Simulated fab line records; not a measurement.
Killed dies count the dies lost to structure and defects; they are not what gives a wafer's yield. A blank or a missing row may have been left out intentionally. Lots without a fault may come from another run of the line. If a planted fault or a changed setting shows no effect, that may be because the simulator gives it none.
fab line records    flow sky130
[record] lots = 5  wafers = 15  last-day = 50
route steps=708 shown METAL2@489 VIA2@507
lots with no fault: from the same line, run without faults
start-h: hours from the record's opening day to when the first of the lot's shown wafers began    wait-h: hours elapsed since this lot's preceding step    " unchanged from the row above    L1.1+2: a single row standing in for several wafers    - no value, or no start given    * or withheld: withheld    < > ~ a bound
route shown NAME@n: a module of which the file shows steps, and the number in the route of the first    usual: the fault-free wafers' mean and standard deviation    same: alike in all rows    chamber/n: place in a boat    sites: readings site by site    _std_site: standard deviation across them    _edge_site: inner sites' mean taken away from outer sites' mean    radius-mm: how far each site lies from the wafer's centre    mask NAME#n: copy n    behind: the tool/chamber that last shaped the wafer    hold: reason for holding the lot/hours on hold/outcome of the hold    device: transistor that didn't switch, given as n, p or np    end of line: at the end of the route, the tests of the same wafers    where a step has no rows: the recipe by itself    killed: the dies lost at the first sort to structure and to defects; this is not the yield of the wafer    map: shows each die of a wafer: x if killed, . if not, _ if none is there
set.NAME: the setting as run; set.NAME@STEP: as run at that earlier step    model.NAME: the simulator's own value behind a step, which no gauge read
certain route steps with their lots: each step a table, each wafer a row
services: when a tool's chamber went out of use (start-h, in hours from the record's first day, below 0 if earlier), for how many hours, and the reason
[[steps]]
[step SKY_METAL2_THK_MEAS_06]
[recipe] thk-meas-gauge = xrf  reads = AlCu_of_METAL2_SPUTTER_02
[usual] METAL2_ALCU_THK = 244.8/2.7
lot.wafer  tool           chamber  start-h  wait-h  METAL2_ALCU_THK[nm]
L079.4     film-metro-01  -        838.90   0.1     249.5
L079.5     "              -        "        "       249.4
L079.6     "              -        "        "       248.1
L081.1     film-metro-03  -        850.11   0.1     247.7
L081.2     "              -        "        "       241.7
L081.5     "              -        "        "       246.1
L085.2     film-metro-02  -        875.54   0.1     246.8
L085.3     "              -        "        "       247.9
L085.6     "              -        "        "       248.5
L090.1     film-metro-03  -        920.86   0.1     246.2
L090.2     "              -        "        "       244.0
L090.6     "              -        "        "       243.9
L096.1     film-metro-01  -        970.34   0.1     247.1
L096.4     "              -        "        "       242.5
L096.5     "              -        "        "       243.1
[step SKY_METAL2_DEHYDRATE_07]
[recipe] temp-c = 200  time-s = 60
lot.wafer   tool            chamber  start-h  wait-h
L079.4+5+6  litho-track-04  0        851.12   12.2
L081.1+2+5  litho-track-01  0        862.08   12.0
L085.2+3+6  litho-track-02  0        887.83   12.3
L090.1+2+6  litho-track-02  0        932.35   11.5
L096.1+4+5  litho-track-01  0        982.48   12.1
[step SKY_METAL2_HMDS_08]
[recipe] prime-time-s = 60  prime-temp-c = 120
[usual] prime-temp-c = 120.03/0.14
[same] prime-time-s = 60
lot.wafer  tool            chamber  start-h  wait-h  prime-temp-c
L079.4     litho-track-04  0        851.27   0.1     120.10
L079.5     "               0        "        "       119.94
L079.6     "               0        "        "       119.86
L081.1     litho-track-01  0        862.23   0.1     119.84
L081.2     "               0        "        "       119.87
L081.5     "               0        "        "       119.85
L085.2     litho-track-02  0        887.98   0.1     119.98
L085.3     "               0        "        "       119.94
L085.6     "               0        "        "       119.84
L090.1     litho-track-02  0        932.50   0.1     119.93
L090.2     "               0        "        "       119.94
L090.6     "               0        "        "       119.79
L096.1     litho-track-01  0        982.63   0.1     119.99
L096.4     "               0        "        "       120.13
L096.5     "               0        "        "       120.13
[step SKY_METAL2_COAT_09]
[recipe] resist = BARC  temp-c = withheld  time-s = withheld  spin-rpm = 3000  resist-thk-nm = 60
lot.wafer   tool            chamber  start-h  wait-h
L079.4+5+6  litho-track-04  0        851.42   0.1
L081.1+2+5  litho-track-01  0        862.38   0.1
L085.2+3+6  litho-track-02  0        888.13   0.1
L090.1+2+6  litho-track-02  0        932.65   0.1
L096.1+4+5  litho-track-01  0        982.78   0.1
[step SKY_METAL2_COAT_10]
[recipe] resist = KrF-thick  spin-rpm = 3000  resist-thk-nm = 450
lot.wafer   tool            chamber  start-h  wait-h
L079.4+5+6  litho-track-04  0        -        -
L081.1+2+5  litho-track-01  0        -        -
L085.2+3+6  litho-track-02  0        -        -
L090.1+2+6  litho-track-02  0        -        -
L096.1+4+5  litho-track-01  0        -        -
[step SKY_METAL2_SOFTBAKE_11]
[recipe] temp-c = 100  time-s = 90  resist = KrF-thick
lot.wafer   tool            chamber  start-h  wait-h
L079.4+5+6  litho-track-04  0        -        -
L081.1+2+5  litho-track-01  0        -        -
L085.2+3+6  litho-track-02  0        -        -
L090.1+2+6  litho-track-02  0        -        -
L096.1+4+5  litho-track-01  0        -        -
[step SKY_METAL2_EXPOSE_12]
[recipe] mask-id = MM2  na = 0.8  source-shape = annular  sigma-inner = 0.55  sigma-outer = 0.85  target-cd-nm = 140  dose-mj = 28
[usual] focus-offset-nm = 0.1/0.52  stage-vel-mm-s = 500.00/0.26
lot.wafer  tool            chamber  start-h  wait-h  mask   focus-offset-nm  stage-vel-mm-s
L079.4     krf-scanner-01  0        -        -       MM2#0  -0.2             500.20
L079.5     "               0        "        "       MM2#0  0.3              499.61
L079.6     "               0        "        "       MM2#0  0.7              499.57
L081.1     krf-scanner-02  0        -        -       MM2#0  0.1              500.08
L081.2     "               0        "        "       MM2#0  0.1              499.95
L081.5     "               0        "        "       MM2#0  0.5              500.17
L085.2     krf-scanner-01  0        -        -       MM2#0  -0.5             499.66
L085.3     "               0        "        "       MM2#0  -1.2             499.68
L085.6     "               0        "        "       MM2#0  -0.9             500.14
L090.1     krf-scanner-01  0        -        -       MM2#0  0.2              500.11
L090.2     "               0        "        "       MM2#0  0.5              500.14
L090.6     "               0        "        "       MM2#0  0.8              500.27
L096.1     krf-scanner-01  0        -        -       MM2#0  -1.1             499.53
L096.4     "               0        "        "       MM2#0  -0.2             499.62
L096.5     "               0        "        "       MM2#0  -0.1             499.59
[step SKY_METAL2_PEB_13]
[recipe] peb-temp-c = withheld  peb-time-s = withheld  resist = KrF-thick
lot.wafer   tool            chamber  start-h  wait-h
L079.4+5+6  litho-track-04  0        -        -
L081.1+2+5  litho-track-04  0        -        -
L085.2+3+6  litho-track-04  0        -        -
L090.1+2+6  litho-track-02  0        -        -
L096.1+4+5  litho-track-04  0        -        -
[step SKY_METAL2_DEVELOP_14]
[recipe] develop-time-s = 60  resist = KrF-thick  dev-temp-c = 21
lot.wafer   tool            chamber  start-h  wait-h
L079.4+5+6  litho-track-04  0        -        -
L081.1+2+5  litho-track-04  0        -        -
L085.2+3+6  litho-track-04  0        -        -
L090.1+2+6  litho-track-02  0        -        -
L096.1+4+5  litho-track-04  0        -        -
[step SKY_METAL2_CD_MEAS_15]
[recipe] target-cd-nm = 140
[usual] cd-nm = 140.2/1.5
lot.wafer  tool       chamber  start-h  wait-h  cd-nm
L079.4     cd-sem-02  -        865.40   -       138.3
L079.5     "          -        "        "       136.3
L079.6     "          -        "        "       139.2
L081.1     cd-sem-02  -        875.69   -       138.3
L081.2     "          -        "        "       140.5
L081.5     "          -        "        "       139.7
L085.2     cd-sem-02  -        901.51   -       142.8
L085.3     "          -        "        "       143.0
L085.6     "          -        "        "       142.2
L090.1     cd-sem-01  -        946.20   -       143.1
L090.2     "          -        "        "       143.2
L090.6     "          -        "        "       142.2
L096.1     cd-sem-01  -        995.39   -       138.6
L096.4     "          -        "        "       138.3
L096.5     "          -        "        "       138.3
[step SKY_METAL2_OVL_MEAS_16]
[usual] METAL2_OVL = -2/5.3
lot.wafer  tool        chamber  start-h  wait-h  METAL2_OVL[nm]
L079.4     overlay-01  -        865.48   0.1     -4
L079.5     "           -        "        "       0
L079.6     "           -        "        "       1
L081.1     overlay-02  -        875.81   0.1     -3
L081.2     "           -        "        "       2
L081.5     "           -        "        "       -6
L085.2     overlay-01  -        901.62   0.1     4
L085.3     "           -        "        "       -3
L085.6     "           -        "        "       0
L090.1     overlay-01  -        946.32   0.1     -3
L090.2     "           -        "        "       -1
L090.6     "           -        "        "       -1
L096.1     overlay-01  -        995.51   0.1     -5
L096.4     "           -        "        "       -3
L096.5     "           -        "        "       -8
[step SKY_METAL2_DESCUM_17]
[recipe] chemistry = O2  source-power-w = 150  bias-power-w = 0  pressure-mtorr = 10  temp-c = 40  time-s = 8
[usual] drypump-motor-current-A = 5.8/0.4  oes-product-au = 1.004/0.01
lot.wafer  tool          chamber  start-h  wait-h  drypump-motor-current-A  oes-product-au  rf-hours-counter-h
L079.4     rie-metal-02  0        865.51   0.0     5.5                      1.006           -
L079.5     "             0        "        "       5.5                      1.014           -
L079.6     "             1        "        "       5.5                      1.013           -
L081.1     rie-metal-04  0        875.85   0.0     6.5                      1.017           8
L081.2     "             1        "        "       5.9                      1.013           14
L081.5     "             1        "        "       6.0                      1.016           -
L085.2     rie-metal-04  0        901.65   0.0     6.6                      1.012           9
L085.3     "             0        "        "       6.6                      1.012           -
L085.6     "             1        "        "       5.9                      0.995           -
L090.1     rie-metal-04  0        946.36   0.0     6.6                      1.015           12
L090.2     "             0        "        "       6.6                      1.008           -
L090.6     "             0        "        "       6.6                      1.009           -
L096.1     rie-metal-03  1        995.55   0.0     5.8                      0.999           4
L096.4     "             1        "        "       5.8                      0.999           -
L096.5     "             0        "        "       5.7                      1.005           -
[step SKY_METAL2_ETCH_18]
[recipe] chemistry = N2/H2  target = BARC  ion-energy-ev = 200  bias-w = 100  pressure-mtorr = 30  n2-flow-sccm = 100  h2-flow-sccm = 200  icp-w = 500  stop-on = SiO2  time-s = 45.9  target-depth-a = 600
[usual] drypump-motor-current-A = 5.8/0.4  oes-product-au = 0.855/0.0049  throttle-valve-pct = 13.224/0.0094
lot.wafer  tool          chamber  start-h  wait-h  drypump-motor-current-A  oes-product-au  rf-hours-counter-h  throttle-valve-pct
L079.4     rie-metal-02  0        865.55   0.0     5.5                      0.852           -                   13.211
L079.5     "             0        "        "       5.5                      0.855           -                   13.249
L079.6     "             1        "        "       5.5                      0.844           -                   13.227
L081.1     rie-metal-04  0        875.88   0.0     6.6                      0.855           8                   13.227
L081.2     "             1        "        "       5.9                      0.847           14                  13.225
L081.5     "             1        "        "       6.0                      0.850           -                   13.224
L085.2     rie-metal-04  0        901.68   0.0     6.7                      0.854           9                   13.210
L085.3     "             0        "        "       6.6                      0.851           -                   13.222
L085.6     "             1        "        "       6.0                      0.857           -                   13.223
L090.1     rie-metal-04  0        946.42   0.1     6.6                      0.855           12                  13.213
L090.2     "             0        "        "       6.6                      0.854           -                   13.216
L090.6     "             0        "        "       6.6                      0.850           -                   13.210
L096.1     rie-metal-03  1        995.58   0.0     5.8                      0.851           4                   13.221
L096.4     "             1        "        "       5.8                      0.852           -                   13.220
L096.5     "             0        "        "       5.7                      0.857           -                   13.223
[step SKY_METAL2_METAL_ETCH_19]
[recipe] target-depth-a = 3600  stop-on = SiO2  over-etch-frac = 0.3  time-s = 78  chemistry = Cl2/BCl3  resist-sidewall-deg = 88  pressure-mtorr = 10  icp-w = 900  bias-w = 48.5  Cl2_flow_sccm = 60  bcl3-flow-sccm = 30
[usual] drypump-motor-current-A = 5.8/0.4  oes-product-au = 0.854/0.0054  throttle-valve-pct = 22.264/0.0092
lot.wafer  tool          chamber  start-h  wait-h  drypump-motor-current-A  oes-product-au  rf-hours-counter-h  throttle-valve-pct
L079.4     rie-metal-02  0        865.62   0.1     5.5                      0.859           -                   22.266
L079.5     "             0        "        "       5.5                      0.863           -                   22.260
L079.6     "             1        "        "       5.5                      0.860           -                   22.268
L081.1     rie-metal-04  0        875.94   0.0     6.6                      0.867           8                   22.274
L081.2     "             1        "        "       5.9                      0.852           14                  22.273
L081.5     "             1        "        "       5.9                      0.854           -                   22.250
L085.2     rie-metal-04  0        901.74   0.0     6.6                      0.855           9                   22.260
L085.3     "             0        "        "       6.6                      0.855           -                   22.262
L085.6     "             1        "        "       5.9                      0.855           -                   22.278
L090.1     rie-metal-04  0        946.55   0.1     6.6                      0.855           12                  22.258
L090.2     "             0        "        "       6.6                      0.852           -                   22.250
L090.6     "             0        "        "       6.6                      0.849           -                   22.263
L096.1     rie-metal-03  1        995.64   0.0     5.8                      0.851           4                   22.282
L096.4     "             1        "        "       5.8                      0.844           -                   22.269
L096.5     "             0        "        "       5.6                      0.851           -                   22.273
[step SKY_METAL2_STRIP_20]
[recipe] chemistry = O2/N2  power-w = 1400  pressure-mtorr = 1500  platen-temp-c = withheld  o2-flow-sccm = 3000  n2-flow-sccm = 300  overash-fraction = 0.5
[usual] drypump-motor-current-A = 5.87/0.27  oes-product-au = 0.342/0.0048  strip-time-to-endpoint-s = 2.68/0.043
lot.wafer  tool             chamber  start-h  wait-h  drypump-motor-current-A  oes-product-au  rf-hours-counter-h  strip-time-to-endpoint-s
L079.4     plasma-asher-03  1        865.72   0.1     5.44                     0.347           -                   2.72
L079.5     "                1        "        "       5.45                     0.345           -                   2.70
L079.6     "                0        "        "       6.14                     0.335           -                   2.68
L081.1     plasma-asher-02  0        876.03   0.1     5.90                     0.339           14                  2.62
L081.2     "                1        "        "       6.28                     0.356           14                  2.66
L081.5     "                1        "        "       6.26                     0.334           -                   2.71
L085.2     plasma-asher-01  0        901.83   0.1     5.59                     0.348           103                 2.64
L085.3     "                1        "        "       5.84                     0.339           -                   2.66
L085.6     "                1        "        "       5.84                     0.341           -                   2.68
L090.1     plasma-asher-01  0        946.73   0.1     5.61                     0.333           107                 2.60
L090.2     "                1        "        "       5.85                     0.343           107                 2.61
L090.6     "                0        "        "       5.62                     0.348           -                   2.61
L096.1     plasma-asher-03  0        995.73   0.1     6.12                     0.336           57                  2.61
L096.4     "                0        "        "       6.12                     0.334           -                   2.64
L096.5     "                0        "        "       6.12                     0.338           -                   2.67
[step SKY_METAL2_STRIP_21]
[recipe] chemistry = post-etch-residue-remover  time-s = 1200  temp-c = 72.5
lot.wafer   tool          chamber  start-h  wait-h
L079.4+5+6  wet-bench-03  0        865.78   0.0
L081.1+2+5  wet-bench-03  0        876.13   0.1
L085.2+3+6  wet-bench-04  3        901.93   0.1
L090.1+2+6  wet-bench-03  3        946.83   0.1
L096.1+4+5  wet-bench-01  1        995.83   0.1
[step SKY_METAL2_CLEAN_22]
[recipe] chemistry = IPA  time-s = 180  temp-c = 25
lot.wafer   tool          chamber  start-h  wait-h
L079.4+5+6  wet-bench-04  3        866.16   0.0
L081.1+2+5  wet-bench-04  1        876.47   0.0
L085.2+3+6  wet-bench-01  3        902.27   0.0
L090.1+2+6  wet-bench-01  2        947.20   0.0
L096.1+4+5  wet-bench-03  3        996.18   0.0
[step SKY_METAL2_CLEAN_23]
[recipe] chemistry = O3/DIW  dry = n2-spin
lot.wafer   tool          chamber  start-h  wait-h
L079.4+5+6  wet-bench-03  1        866.22   0.0
L081.1+2+5  wet-bench-03  0        876.53   0.0
L085.2+3+6  wet-bench-03  0        902.33   0.0
L090.1+2+6  wet-bench-03  2        947.33   0.0
L096.1+4+5  wet-bench-04  2        996.23   0.0
[step SKY_VIA2_HDPCVD_00]
[recipe] material = SiO2  target-thk-nm = 1180  sigma-open-frac = 0.3  time-s = 196.7  temp-c = 400  sih4-flow-sccm = 60  pressure-mtorr = 6
lot.wafer   tool       chamber  start-h  wait-h
L079.4+5+6  hdpcvd-01  2,1,0    866.39   0.1
L081.1+2+5  hdpcvd-01  2,1,1    876.62   0.0
L085.2+3+6  hdpcvd-02  0,1,1    902.43   0.0
L090.1+2+6  hdpcvd-01  0,1,1    947.43   0.0
L096.1+4+5  hdpcvd-01  0,2,0    996.33   0.0
[step SKY_VIA2_THK_MEAS_01]
[recipe] reads = SiO2_of_VIA2_HDPCVD_00
[usual] VIA2_HDPCVD_THK = 1182/11
lot.wafer  tool           chamber  start-h  wait-h  VIA2_HDPCVD_THK[nm]
L079.4     film-metro-04  -        866.48   0.0     1189
L079.5     "              -        "        "       1177
L079.6     "              -        "        "       1169
L081.1     film-metro-01  -        876.75   0.1     1199
L081.2     "              -        "        "       1174
L081.5     "              -        "        "       1177
L085.2     film-metro-01  -        902.57   0.1     1166
L085.3     "              -        "        "       1166
L085.6     "              -        "        "       1173
L090.1     film-metro-01  -        947.56   0.1     1186
L090.2     "              -        "        "       1173
L090.6     "              -        "        "       1168
L096.1     film-metro-04  -        996.45   0.1     1172
L096.4     "              -        "        "       1187
L096.5     "              -        "        "       1174
[[services]]
tool             chamber  start-h  hours  kind
rie-metal-04     -        834.16   14.6   pm
plasma-asher-03  -        845.12   4.8    repair
plasma-asher-01  -        851.62   15.6   pm
rie-metal-04     -        851.75   0.1    repair
rie-metal-04     -        851.94   2.8    pm
krf-scanner-01   -        859.36   0.2    repair
hdpcvd-01        0        861.61   3.8    repair
krf-scanner-02   -        883.32   1.5    repair
hdpcvd-01        -        883.98   14.6   pm
krf-scanner-02   -        884.85   1.3    pm
plasma-asher-02  -        894.69   10.6   repair
krf-scanner-01   -        910.78   1.3    pm
krf-scanner-01   -        923.67   0.8    pm
krf-scanner-02   -        924.83   0.8    pm
krf-scanner-01   -        927.64   0.6    repair
rie-metal-04     1        932.40   -      clean
rie-metal-04     1        932.40   20.4   scheduled-down
rie-metal-04     1        932.40   20.4   vent-cycle
hdpcvd-01        -        950.25   15.0   pm
hdpcvd-01        0        950.25   15.0   vent-cycle
hdpcvd-01        1        950.25   15.0   vent-cycle
krf-scanner-02   -        951.99   1.0    pm
krf-scanner-01   -        958.76   1.0    pm
hdpcvd-02        -        978.59   0.5    repair
[[key]]
fault none
